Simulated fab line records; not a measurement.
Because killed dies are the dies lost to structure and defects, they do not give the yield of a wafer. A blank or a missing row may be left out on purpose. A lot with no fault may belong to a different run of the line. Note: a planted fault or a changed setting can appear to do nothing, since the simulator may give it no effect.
Matching of chambers :: flow sky130 :: SKY_POLY_GATE_ETCH_16 on rie diel-02: 4 sister chambers
The step etches Si3N4 in CH3F/O2, stops on poly-Si, time 147.5 s, target depth 75 nm. 18 wafers are shown with their chamber, then 9 later ones without.

== EACH WAFER AND ITS CHAMBER ==
wafer: L074.3
chamber: 1
oes product au (a.u.): 0.639
throttle valve pct (%): 10.535

wafer: L074.5
chamber: 0
oes product au (a.u.): 0.637
throttle valve pct (%): 10.519

wafer: L074.6
chamber: 3
oes product au (a.u.): 0.639
throttle valve pct (%): 10.546

wafer: L076.1
chamber: 2
oes product au (a.u.): 0.647
throttle valve pct (%): 10.535

wafer: L076.2
chamber: 1
oes product au (a.u.): 0.640
throttle valve pct (%): 10.532

wafer: L076.6
chamber: 1
oes product au (a.u.): 0.647
throttle valve pct (%): 10.538

wafer: L082.2
chamber: 3
oes product au (a.u.): 0.633
throttle valve pct (%): 10.548

wafer: L082.5
chamber: 0
oes product au (a.u.): 0.632
throttle valve pct (%): 10.537

wafer: L082.6
chamber: 1
oes product au (a.u.): 0.646
throttle valve pct (%): 10.560

wafer: L084.1
chamber: 2
oes product au (a.u.): 0.631
throttle valve pct (%): 10.536

wafer: L084.5
chamber: 3
oes product au (a.u.): 0.643
throttle valve pct (%): 10.525

wafer: L084.6
chamber: 1
oes product au (a.u.): 0.632
throttle valve pct (%): 10.533

wafer: L083.1
chamber: 2
oes product au (a.u.): 0.642
throttle valve pct (%): 10.535

wafer: L083.2
chamber: 3
oes product au (a.u.): 0.637
throttle valve pct (%): 10.528

wafer: L083.4
chamber: 2
oes product au (a.u.): 0.636
throttle valve pct (%): 10.505

wafer: L087.2
chamber: 1
oes product au (a.u.): 0.635
throttle valve pct (%): 10.535

wafer: L087.3
chamber: 3
oes product au (a.u.): 0.642
throttle valve pct (%): 10.533

wafer: L087.5
chamber: 2
oes product au (a.u.): 0.637
throttle valve pct (%): 10.535

SIGNATURES (means of the wafers above)
reading: oes product au
chamber 0: 0.63450
chamber 1: 0.63983
chamber 2: 0.63860
chamber 3: 0.63880
scatter within a chamber: 0.00535

reading: throttle valve pct
chamber 0: 10.52800
chamber 1: 10.53883
chamber 2: 10.52920
chamber 3: 10.53600
scatter within a chamber: 0.0116
Rule: for a wafer and a chamber, the distance is found by dividing, reading by reading, the gap between the wafer's reading and the chamber's mean by the reading's scatter, squaring, summing and taking the root. If the next closest chamber is less than 2 further off than the closest, the wafer can't be placed; otherwise it belongs to the closest. How the scatter is found: for the shown wafers, subtract from each reading the mean of its chamber, square and add these, divide the total by (wafers less chambers), then take the root.

== WAFERS MISSING THEIR CHAMBER ==
wafer: L090.2
oes product au (a.u.): 0.641
throttle valve pct (%): 10.530

wafer: L090.4
oes product au (a.u.): 0.638
throttle valve pct (%): 10.549

wafer: L090.5
oes product au (a.u.): 0.634
throttle valve pct (%): 10.534

wafer: L092.2
oes product au (a.u.): 0.633
throttle valve pct (%): 10.533

wafer: L092.4
oes product au (a.u.): 0.646
throttle valve pct (%): 10.548

wafer: L092.6
oes product au (a.u.): 0.638
throttle valve pct (%): 10.544

wafer: L095.1
oes product au (a.u.): 0.649
throttle valve pct (%): 10.529

wafer: L095.3
oes product au (a.u.): 0.644
throttle valve pct (%): 10.542

wafer: L095.5
oes product au (a.u.): 0.636
throttle valve pct (%): 10.532

== THE CHAMBER EACH PASSED THROUGH ==
wafer: L090.2
from the rows above: can't be placed: 2 or 3 or 1 or 0
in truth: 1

wafer: L090.4
from the rows above: can't be placed: 1 or 3 or 2 or 0
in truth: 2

wafer: L090.5
from the rows above: can't be placed: 0 or 3 or 2 or 1
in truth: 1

wafer: L092.2
from the rows above: can't be placed: 0 or 2 or 3 or 1
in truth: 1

wafer: L092.4
from the rows above: can't be placed: 1 or 3 or 2 or 0
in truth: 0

wafer: L092.6
from the rows above: can't be placed: 1 or 3 or 2 or 0
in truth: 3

wafer: L095.1
from the rows above: can't be placed: 1 or 2 or 3 or 0
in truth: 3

wafer: L095.3
from the rows above: can't be placed: 1 or 3 or 2 or 0
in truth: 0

wafer: L095.5
from the rows above: can't be placed: 0 or 2 or 3 or 1
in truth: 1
Correct placement for 0 of the 9. Cannot be placed on the basis of these rows: 9; the candidates contain the true chamber in 9. Number placed wrongly: 0.
